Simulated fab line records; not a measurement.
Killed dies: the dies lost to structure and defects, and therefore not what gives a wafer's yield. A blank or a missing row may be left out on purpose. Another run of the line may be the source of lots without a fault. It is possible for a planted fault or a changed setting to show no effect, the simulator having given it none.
What tool caused it?    flow gf180mcu    12 lots, 36 wafers sampled, at 4 steps of a route of 602

WHAT EACH GAUGE READ, for each wafer
GF_V4_BOW_MEAS_05.
lot   measured      on             V4_BOW (um)
L075  day 23 21:22  film-metro-01  125 128 125
L077  day 24 19:32  film-metro-04  129 133 141
L079  day 25 13:04  film-metro-01  147 147 128
L081  day 26 02:07  film-metro-04  135 134 133
L083  day 26 20:32  film-metro-04  131 120 130
L085  day 27 04:39  film-metro-04  135 123 133
L087  day 28 00:26  film-metro-02  135 144 131
L089  day 28 15:47  film-metro-02  139 149 141
L091  day 29 06:44  film-metro-02  137 130 134
L093  day 30 02:17  film-metro-02  131 126 137
L095  day 30 05:59  film-metro-04  134 145 141
L097  day 31 02:50  film-metro-04  133 145 121

EACH LOT AND THE TOOL THAT RAN IT (in order: tool; ch and the chambers of the sampled wafers; start)
lot   GF_VT_IMPLANT_STRIP_31                GF_SAB_STRIP_13                       GF_V2_SPUTTER_22
L075  plasma-asher-03 ch 0,1, day 7 04:26   plasma-asher-04 ch 0,1, day 15 12:33  pvd-sputter-03, day 20 18:34
L077  plasma-asher-02 ch 0,1, day 7 18:36   plasma-asher-04 ch 0,1, day 16 09:49  pvd-sputter-01, day 21 17:02
L079  plasma-asher-02 ch 0,1, day 8 09:36   plasma-asher-01 ch 0, day 17 03:52    pvd-sputter-02, day 22 13:00
L081  plasma-asher-01 ch 0,1, day 8 20:21   plasma-asher-01 ch 0,1, day 17 20:19  pvd-sputter-02, day 23 03:29
L083  plasma-asher-03 ch 0,1, day 9 11:12   plasma-asher-02 ch 0,1, day 18 15:53  pvd-sputter-01, day 23 22:15
L085  plasma-asher-01 ch 0,1, day 9 20:42   plasma-asher-01 ch 0,1, day 19 02:16  pvd-sputter-01, day 24 07:46
L087  plasma-asher-03 ch 0,1, day 10 10:45  plasma-asher-01 ch 0,1, day 20 00:02  pvd-sputter-01, day 25 04:28
L089  plasma-asher-01 ch 0,1, day 11 04:33  plasma-asher-02 ch 0,1, day 20 19:12  pvd-sputter-02, day 25 20:39
L091  plasma-asher-02 ch 0,1, day 11 14:12  plasma-asher-04 ch 0,1, day 21 12:03  pvd-sputter-03, day 26 13:14
L093  plasma-asher-01 ch 1, day 12 06:40    plasma-asher-04 ch 0,1, day 22 12:19  pvd-sputter-01, day 27 10:30
L095  plasma-asher-02 ch 0,1, day 12 15:24  plasma-asher-01 ch 0,1, day 22 18:40  pvd-sputter-01, day 27 14:18
L097  plasma-asher-01 ch 0,1, day 13 12:10  plasma-asher-04 ch 1, day 23 18:52    pvd-sputter-03, day 28 12:20
- GF_VT_IMPLANT_STRIP_31: strips in O2/N2.
- GF_SAB_STRIP_13: strips in O2/N2.
- GF_V2_SPUTTER_22: material TiN, target thk 10 nm, time 40 s.

THE ANSWER, worked out from the rows above alone
Rule: the usual values come from the lots themselves. The widest of any qualifying gaps counts: lots, ordered by their means at a reading, are off when they make up no more than a third of the lots, leave a main group of 4 or more, and stand apart from it by 3 or more times the standard deviation of that group's means. The tables above print the reading to a certain number of digits; a main group whose means all agree to those digits is not used. A lot without any number at a reading at which 4 lots or more have one is off too. Where the step has rows for the other lots, those lots are counted as sound.
No lot is off at any reading shown: from this, nothing can be told.

WHAT WAS PUT IN BY THE SIMULATOR
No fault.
